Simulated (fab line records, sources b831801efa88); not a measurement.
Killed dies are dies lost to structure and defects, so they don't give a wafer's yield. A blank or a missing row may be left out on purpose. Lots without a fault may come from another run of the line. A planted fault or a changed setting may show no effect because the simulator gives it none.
fab line records | flow sky130
record lots=12 wafers=36 last_day=50
route steps=708 shown LDD_HVP@285 LDD_LDN@301 SD_N@352 LOCAL_INTERCONNECT@389 PAD_OPEN@708
lots that met no fault: from a run of the same line without faults
start_h: hours from the record's first day to the start of the lot's first wafer shown | wait_h: hours since the lot's step before | " the same as in the row above | L1.1+2: a row that stands for several wafers | - no value, or no start given | * or withheld: withheld | < > ~ a bound
route shown NAME@n: a module of which the file shows steps, and the number in the route of the first | usual: mean/standard deviation of fault-free wafers | same: alike in all rows | chamber/n: place in a boat | sites: the reading at each site | _std_site: their standard deviation | _edge_site: outer sites' mean less inner sites' | radius_mm: how far each site lies from the wafer's centre | mask NAME#n: copy n | behind: the tool/chamber that last shaped the wafer | hold: why the lot was held/for how many hours/how that ended | device: the transistor (n, p or np) that didn't switch | end of line: the same wafers' tests at the end of the route | a step without rows: its recipe alone | killed: dies lost to structure and defects at the first sort, not the wafer's yield | map: a wafer's dies, x killed, . not, _ none there
set.NAME: the setting as run; set.NAME@STEP: as run at that earlier step | model.NAME: the simulator's own value behind a step, which no gauge read
steps of the route over a sample of lots; a table a step, a row a wafer
services: from which hour (start_h, from the record's first day; less than 0 if before it) a tool's chamber was out of use, for how many hours, and why
## steps
# step SKY_LDD_HVP_OVL_MEAS_07
# usual LDD_HVP_OVL=0.5/1.5
# columns lot.wafer tool chamber start_h wait_h LDD_HVP_OVL[nm]
L621.1 overlay-02 - 495.78 0.1 1.2
L621.2 " - " " 0.5
L621.6 " - " " 1.6
L625.4 overlay-01 - 540.19 0.1 -2.4
L625.5 " - " " -1.3
L625.6 " - " " -2.3
L627.2 overlay-01 - 553.69 0.1 -1.2
L627.5 " - " " -1.5
L627.6 " - " " -0.9
L629.1 overlay-01 - 590.23 0.1 -1.3
L629.2 " - " " 0.2
L629.5 " - " " -0.3
L630.1 overlay-01 - 590.78 0.1 -1.3
L630.2 " - " " -1.1
L630.5 " - " " 0.8
L631.1 overlay-01 - 591.08 0.1 0.8
L631.4 " - " " 0.9
L631.6 " - " " 1.5
L634.1 overlay-02 - 625.63 0.1 -0.5
L634.2 " - " " 0.2
L634.6 " - " " 0.3
L638.1 overlay-01 - 643.54 0.1 1.2
L638.4 " - " " 0.7
L638.5 " - " " 0.7
L640.4 overlay-01 - 659.20 0.1 -0.6
L640.5 " - " " -1.4
L640.6 " - " " 0.7
L641.3 overlay-01 - 666.25 0.1 1.2
L641.4 " - " " 0.3
L641.6 " - " " 0.4
L642.2 overlay-01 - 678.19 0.1 -1.7
L642.3 " - " " -0.1
L642.6 " - " " 0.3
L644.1 overlay-02 - 687.14 0.1 0.5
L644.2 " - " " -0.4
L644.6 " - " " 0.5
# step SKY_LDD_LDN_STRIP_12
# recipe chemistry=O2/N2 power_w=1400 pressure_mtorr=1500 platen_temp_c=withheld o2_flow_sccm=3000 n2_flow_sccm=300 overash_fraction=0.5
# usual drypump_motor_current_A=5.6/0.32 oes_product_au=0.716/0.0039 strip_time_to_endpoint_s=14.17/0.043
# same overash_fraction=0.5
# columns lot.wafer tool chamber start_h wait_h drypump_motor_current_A oes_product_au rf_hours_counter_h strip_time_to_endpoint_s
L621.1 plasma_asher-04 1 526.22 0.1 5.7 0.720 72 14.13
L621.2 " 0 " " 5.1 0.716 72 14.17
L621.6 " 1 " " 5.7 0.724 - 14.15
L625.4 plasma_asher-03 1 570.40 0.1 6.0 0.718 - 14.16
L625.5 " 1 " " 6.0 0.716 - 14.13
L625.6 " 0 " " 5.7 0.717 - 14.19
L627.2 plasma_asher-01 1 583.57 0.1 5.2 0.721 15 14.18
L627.5 " 1 " " 5.2 0.719 - 14.21
L627.6 " 0 " " 5.6 0.717 - 14.16
L629.1 plasma_asher-04 0 620.32 0.1 5.1 0.705 82 14.13
L629.2 " 1 " " 5.6 0.713 82 14.15
L629.5 " 1 " " 5.6 0.717 - 14.15
L630.1 plasma_asher-01 1 620.82 0.1 5.2 0.711 18 14.20
L630.2 " 0 " " 5.5 0.713 18 14.18
L630.5 " 0 " " 5.5 0.709 - 14.15
L631.1 plasma_asher-04 0 621.12 0.1 5.1 0.724 82 14.19
L631.4 " 1 " " 5.6 0.714 - 14.15
L631.6 " 1 " " 5.7 0.711 - 14.16
L634.1 plasma_asher-03 1 655.45 0.1 6.1 0.724 53 14.17
L634.2 " 0 " " 5.7 0.708 53 14.18
L634.6 " 0 " " 5.7 0.719 - 14.12
L638.1 plasma_asher-03 0 672.45 0.1 5.7 0.713 55 14.16
L638.4 " 0 " " 5.7 0.717 - 14.17
L638.5 " 0 " " 5.7 0.715 - 14.17
L640.4 plasma_asher-03 1 688.70 0.1 6.0 0.721 - 14.10
L640.5 " 0 " " 5.7 0.714 - 14.06
L640.6 " 1 " " 6.0 0.714 - 14.09
L641.3 plasma_asher-03 0 696.05 0.1 5.6 0.716 - 14.24
L641.4 " 1 " " 6.1 0.712 - 14.23
L641.6 " 0 " " 5.7 0.725 - 14.30
L642.2 plasma_asher-01 0 707.07 0.1 5.6 0.719 27 14.20
L642.3 " 0 " " 5.6 0.720 - 14.24
L642.6 " 0 " " 5.6 0.714 - 14.25
L644.1 plasma_asher-01 1 716.22 0.1 5.2 0.708 28 14.22
L644.2 " 0 " " 5.6 0.714 28 14.22
L644.6 " 1 " " 5.2 0.709 - 14.19
# step SKY_SD_N_IMPLANT_10
# recipe species=P energy_kev=20 dose_cm2=1e+14 tilt_deg=0
# usual dose_ions_cm2=1.0002e+14/1.2e+11 faraday_current_uA=519/23
# columns lot.wafer tool chamber start_h wait_h dose_ions_cm2 faraday_current_uA
L621.1 implanter-03 0 646.54 0.1 1.0034e+14 557
L621.2 " 0 " " 1.0006e+14 560
L621.6 " 0 " " 1.0018e+14 560
L625.4 implanter-03 0 687.82 0.1 1.0005e+14 560
L625.5 " 0 " " 1.0002e+14 567
L625.6 " 0 " " 1.0005e+14 540
L627.2 implanter-01 0 701.67 0.1 9.993e+13 508
L627.5 " 0 " " 9.978e+13 516
L627.6 " 0 " " 9.985e+13 497
L629.1 implanter-01 0 736.24 0.1 4.516e+13 255
L629.2 " 0 " " 4.518e+13 255
L629.5 " 0 " " 4.522e+13 248
L630.1 implanter-04 0 737.04 0.1 9.994e+13 490
L630.2 " 0 " " 1.0005e+14 484
L630.5 " 0 " " 1.0013e+14 504
L631.1 implanter-01 0 737.34 0.1 4.501e+13 258
L631.4 " 0 " " 4.512e+13 250
L631.6 " 0 " " 4.513e+13 256
L634.1 implanter-04 0 769.14 0.1 1.0007e+14 506
L634.2 " 0 " " 9.996e+13 512
L634.6 " 0 " " 9.997e+13 512
L638.1 implanter-03 0 785.04 0.1 9.998e+13 562
L638.4 " 0 " " 1.0014e+14 545
L638.5 " 0 " " 9.999e+13 562
L640.4 implanter-01 0 801.20 0.1 9.987e+13 519
L640.5 " 0 " " 9.999e+13 500
L640.6 " 0 " " 1.0002e+14 500
L641.3 implanter-01 0 807.49 0.1 1.0002e+14 520
L641.4 " 0 " " 9.994e+13 501
L641.6 " 0 " " 9.978e+13 497
L642.2 implanter-01 0 818.65 0.1 9.973e+13 496
L642.3 " 0 " " 9.998e+13 502
L642.6 " 0 " " 9.983e+13 503
L644.1 implanter-03 0 826.82 0.1 1.0009e+14 568
L644.2 " 0 " " 1.0003e+14 576
L644.6 " 0 " " 1.0027e+14 558
# step SKY_SD_N_RS_MEAS_16
# recipe thk_meas_gauge=four-point-probe
# usual SD_N_RS=68.86/0.15
# columns lot.wafer tool chamber start_h wait_h hold SD_N_RS[ohm/sq]
L621.1 film_metro-01 - 647.07 0.1 - 69.01
L621.2 " - " " - 68.81
L621.6 " - " " - 68.77
L625.4 film_metro-01 - 688.34 0.1 - 68.81
L625.5 " - " " - 69.03
L625.6 " - " " - 68.90
L627.2 film_metro-03 - 702.20 0.1 - 68.89
L627.5 " - " " - 68.93
L627.6 " - " " - 68.90
L629.1 film_metro-04 - 736.78 0.1 await_dispo/0.2h/release 70.04
L629.2 " - " " await_dispo/0.2h/release 70.22
L629.5 " - " " await_dispo/0.2h/release 70.03
L629.1 film_metro-04 - 737.14 0.3 - 70.18
L629.2 " - " " - 70.35
L629.5 " - " " - 70.11
L630.1 film_metro-04 - 737.63 0.1 - 68.87
L630.2 " - " " - 68.86
L630.5 " - " " - 68.78
L631.1 film_metro-03 - 737.88 0.1 await_dispo/0.2h/release 70.00
L631.4 " - " " await_dispo/0.2h/release 70.00
L631.6 " - " " await_dispo/0.2h/release 69.99
L631.1 film_metro-03 - 738.24 0.3 - 69.94
L631.4 " - " " - 69.90
L631.6 " - " " - 69.94
L634.1 film_metro-03 - 769.68 0.1 - 68.65
L634.2 " - " " - 68.77
L634.6 " - " " - 68.90
L638.1 film_metro-03 - 785.58 0.1 - 68.71
L638.4 " - " " - 68.70
L638.5 " - " " - 68.64
L640.4 film_metro-04 - 801.72 0.1 - 69.08
L640.5 " - " " - 69.00
L640.6 " - " " - 68.92
L641.3 film_metro-04 - 808.02 0.1 - 69.27
L641.4 " - " " - 69.02
L641.6 " - " " - 69.18
L642.2 film_metro-04 - 819.18 0.1 - 69.05
L642.3 " - " " - 68.92
L642.6 " - " " - 69.08
L644.1 film_metro-01 - 827.36 0.1 - 68.86
L644.2 " - " " - 68.88
L644.6 " - " " - 68.97
# step SKY_LOCAL_INTERCONNECT_THK_MEAS_02
# recipe thk_meas_gauge=xrf reads=TiN_of_LOCAL_INTERCONNECT_SPUTTER_00
# usual LOCAL_INTERCONNECT_TIN_THK=98.3/1.2
# columns lot.wafer tool chamber start_h wait_h LOCAL_INTERCONNECT_TIN_THK[nm]
L621.1 film_metro-04 - 678.44 0.1 97.6
L621.2 " - " " 97.7
L621.6 " - " " 96.8
L625.4 film_metro-02 - 718.10 0.1 97.1
L625.5 " - " " 97.7
L625.6 " - " " 95.0
L627.2 film_metro-03 - 732.50 0.1 99.4
L627.5 " - " " 97.9
L627.6 " - " " 98.7
L629.1 film_metro-02 - 766.42 0.1 98.9
L629.2 " - " " 99.3
L629.5 " - " " 96.3
L630.1 film_metro-02 - 767.08 0.1 96.1
L630.2 " - " " 97.7
L630.5 " - " " 97.4
L631.1 film_metro-02 - 767.84 0.1 98.9
L631.4 " - " " 99.7
L631.6 " - " " 99.5
L634.1 film_metro-02 - 798.97 0.1 98.3
L634.2 " - " " 98.8
L634.6 " - " " 98.5
L638.1 film_metro-02 - 814.44 0.1 98.3
L638.4 " - " " 98.4
L638.5 " - " " 97.9
L640.4 film_metro-02 - 831.11 0.1 99.8
L640.5 " - " " 100.2
L640.6 " - " " 99.3
L641.3 film_metro-03 - 837.17 0.1 99.8
L641.4 " - " " 98.7
L641.6 " - " " 99.5
L642.2 film_metro-02 - 848.50 0.1 96.0
L642.3 " - " " 98.1
L642.6 " - " " 97.5
L644.1 film_metro-03 - 856.14 0.1 96.9
L644.2 " - " " 97.2
L644.6 " - " " 97.4
# step SKY_PAD_OPEN_PROBE_99
# usual killed_at_M0_to_M3=44/7.3 killed_at_M4_up=3.3/1.8 killed_at_contacts=24/5.3 killed_at_front_end=16/5 killed_at_other=0.2/0.51 killed_dies=87/10 killed_open=47/7.5 killed_short=40/6.3
# same gross_dies=492 killed_at_back_side=0
# columns lot.wafer tool chamber start_h wait_h killed_at_M0_to_M3 killed_at_M4_up killed_at_contacts killed_at_front_end killed_at_other killed_dies killed_open killed_short
L634.1 prober-01 - 1166.36 0.1 54 1 30 25 0 110 64 46
L634.2 prober-01 - 1166.41 0.1 47 0 28 21 0 96 56 40
L634.6 prober-01 - 1166.61 0.2 45 5 27 21 0 98 54 44
# killed by level:class
L634.1 CONTACT:geometric_particle:open=13 VIA1:geometric_particle:open=13 VIA2:geometric_particle:open=9 VIA3:geometric_particle:open=9 FIELD_ISO:geometric_particle:open=7 METAL2:geometric_particle:short=7 LI_CONTACT:geometric_particle:open=6 VIA1:geometric_particle:short=5
L634.2 CONTACT:geometric_particle:open=11 LI_CONTACT:geometric_particle:open=10 VIA1:geometric_particle:open=10 METAL2:geometric_particle:short=9 VIA3:geometric_particle:open=8 FIELD_ISO:geometric_particle:short=6 FIELD_ISO:geometric_particle:open=6 VIA2:geometric_particle:open=6
L634.6 LI_CONTACT:geometric_particle:open=9 VIA1:geometric_particle:open=9 CONTACT:geometric_particle:short=7 VIA2:geometric_particle:open=7 FIELD_ISO:geometric_particle:short=6 METAL2:geometric_particle:short=6 VIA3:geometric_particle:open=6 POLY_GATE:geometric_particle:open=5
## services
# columns tool chamber start_h hours kind
plasma_asher-01 - 559.42 6.5 repair
implanter-01 - 616.37 3.1 pm
implanter-03 - 628.96 5.4 repair
implanter-03 - 640.26 2.5 repair
plasma_asher-01 - 650.34 3.3 repair
plasma_asher-04 - 660.70 3.5 repair
implanter-03 - 666.11 3.0 repair
implanter-03 - 669.73 3.2 pm
plasma_asher-04 - 704.86 4.5 repair
implanter-01 - 705.49 20.0 pm
implanter-04 - 723.87 4.7 pm
implanter-01 - 729.40 2.7 repair
implanter-03 - 735.03 2.5 repair
plasma_asher-03 - 767.61 3.6 repair
implanter-04 - 795.97 3.9 repair
implanter-01 - 819.64 2.6 repair
plasma_asher-04 - 820.85 1.5 repair
implanter-01 - 824.53 2.6 pm
## key
first_sign step=SKY_SD_N_IMPLANT_10 reading=dose_ions_cm2 direction=down sigmas=99+ usual=* struck=*
effect step=SKY_SD_N_IMPLANT_10 reading=faraday_current_uA direction=down sigmas=12 usual=519 struck=254
effect step=SKY_SD_N_RS_MEAS_16 reading=visit direction=added
effect step=SKY_SD_N_RS_MEAS_16 reading=SD_N_RS direction=up sigmas=8.1 usual=68.86 struck=70.05
met_at SKY_SD_N_IMPLANT_10
struck_lots L629,L631
tester_left_out L629,L631
not_acting_at SKY_LDD_HVP_OVL_MEAS_07,SKY_LDD_LDN_STRIP_12,SKY_LOCAL_INTERCONNECT_THK_MEAS_02
onset_between 701.67 736.24
fault kind=process_parameter_drift tool=implanter-01 chamber=- onset_h=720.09 steps=SKY_SD_N_IMPLANT_10 channel=dose_cm2 offset=* shape=step end_h=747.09 acts_in=* stated=*
# tester_left_out: of these lots the tester's yield and bins aren't shown, on N5 and GAA mostly nor the transistor test; their killed dies are dies lost to structure and defects alone, not to doping, threshold or leakage, so they don't give the yield
